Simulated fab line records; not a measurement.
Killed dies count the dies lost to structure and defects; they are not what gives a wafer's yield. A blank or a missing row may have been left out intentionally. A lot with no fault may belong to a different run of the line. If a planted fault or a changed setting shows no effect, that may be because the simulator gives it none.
Problem report in the 8D (eight disciplines) form, filled by code | flow sky130 | the parts of the form that need people (team, actions taken, sign-off) are left out

== 1. PROBLEM STATEMENT ==
At SKY_GATE_OXIDE_IMPLANT_11, dose-ions-cm2 averages 2.8247e+12 over 6 wafers from 2 lots, while fault-free wafers read 2.5995e+12, standard deviation 2.9e+09. That puts it +78 standard deviations away from the usual mean.
Seen first at day 18 21:19 on implanter-01, wafer L211.1. Wafers with a number at this step in the record: 42, from 14 lots. By rule, "out" or "out of limits" means more than 4 standard deviations away from the usual mean. Any other wafer with a number is counted as sound.

== 2. WHAT IT IS, AND WHAT IT ISN'T ==
question                    | is                     | is not
which readings at this step | dose-ions-cm2          | beam-energy-keV
which lots                  | L211, L212             | L197, L199, L200, L201, L202, L203, L204, L213, L214, L217, L218, L220
which wafers of those lots  | all that have a number | -
read on which tools         | implanter-01           | implanter-02, implanter-03
when                        | from day 18 21:19      | up to then (21 sound wafers); but 15 sound wafers of L213, L214, L217, L218, L220 came after

== 3. SUSPECTS, AND WHAT RULES EACH OUT ==
Counting: a tool at a process step up to the reading stays a suspect if it ran every lot that is out and no sound lot after the first of them.
- implanter-01 at SKY_GATE_OXIDE_IMPLANT_11: kept. All lots that are out passed through it, beginning with L211 at day 18 21:19, and no sound lot followed; its final sound lot before that point was L204 at day 16 09:46. Its own readings are out on those wafers: dose-ions-cm2.
After counting, what remains is implanter-01 at SKY_GATE_OXIDE_IMPLANT_11.

== 4. THE CAUSE (what the simulator had put in) ==
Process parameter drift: implanter-01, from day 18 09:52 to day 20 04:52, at SKY_GATE_OXIDE_IMPLANT_11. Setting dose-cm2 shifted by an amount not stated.
Only this tool survived the counting.

== 5. THE EFFECT CHAIN, in route order ==
Each row: a reading where the mean over the struck wafers with a number is more than 3 standard deviations away from the usual. Only readings for which the record gives a usual standard deviation are gone through. hours: the time from each lot's start at the first step in this table that gives one to its start at this step, as a median over the lots. sigmas: the change in usual standard deviations.
hours | step                      | reading            | usual      | on struck wafers | change      | sigmas
0     | SKY_GATE_OXIDE_IMPLANT_11 | dose-ions-cm2      | 2.5995e+12 | 2.8247e+12       | +2.2522e+11 | +78
0     | SKY_GATE_OXIDE_IMPLANT_11 | faraday-current-uA | 14.64      | 15.81            | +1.17       | +4.5
It contains these process steps:
- SKY_GATE_OXIDE_IMPLANT_11

== 6. WHAT WOULD HAVE CAUGHT IT SOONER ==
In this record no reading fell out of limits until day 18 21:19, 11 hours after the fault had begun at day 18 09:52.
